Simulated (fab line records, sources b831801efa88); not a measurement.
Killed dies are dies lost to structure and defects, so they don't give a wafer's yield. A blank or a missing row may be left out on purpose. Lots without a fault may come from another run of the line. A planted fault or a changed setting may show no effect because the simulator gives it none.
Chamber matching | flow gf180mcu | GF_PASSIVATION_ETCH_11 on rie_diel-04: 4 sister chambers
The step etches the open film in CF4/O2, stops on TiN, target depth 2040 nm, time 453.3 s. 4 wafers are shown with their chamber, then 9 later ones without.

WAFERS WITH THEIR CHAMBER
wafer  | chamber | drypump_motor_current_A (A)
L081.2 | 3       | 5.4
L089.1 | 1       | 6.6
L089.2 | 2       | 5.8
L089.5 | 0       | 6.7

WAFERS WITHOUT THEIR CHAMBER
wafer  | drypump_motor_current_A (A)
L090.3 | 5.4
L090.5 | 6.6
L090.6 | 6.5
L093.1 | 5.4
L093.3 | 5.8
L093.5 | 6.6
L097.1 | 6.5
L097.3 | 5.8
L097.4 | 5.4

WHICH CHAMBER EACH WENT THROUGH
wafer  | from the rows above | in truth
L090.3 | 3                   | 3
L090.5 | 1                   | 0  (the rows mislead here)
L090.6 | 1                   | 1
L093.1 | 3                   | 3
L093.3 | 2                   | 2
L093.5 | 1                   | 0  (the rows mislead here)
L097.1 | 1                   | 1
L097.3 | 2                   | 2
L097.4 | 3                   | 3
Placed correctly: 7 of 9. Can't be placed from these rows: 0. Placed wrongly: 2.
How it was worked out, from the rows above alone: a wafer's distance from a chamber is the root of the sum, over the readings, of the square of ((its reading less the chamber's mean) divided by the reading's scatter). The wafer belongs to the nearest chamber; if the next one is less than 2 further off, it can't be placed. A chamber's mean is the mean of its shown wafers. The scatter: with one shown wafer a chamber, the root of the mean of the squares of how far each hidden wafer lies from its nearest shown one.
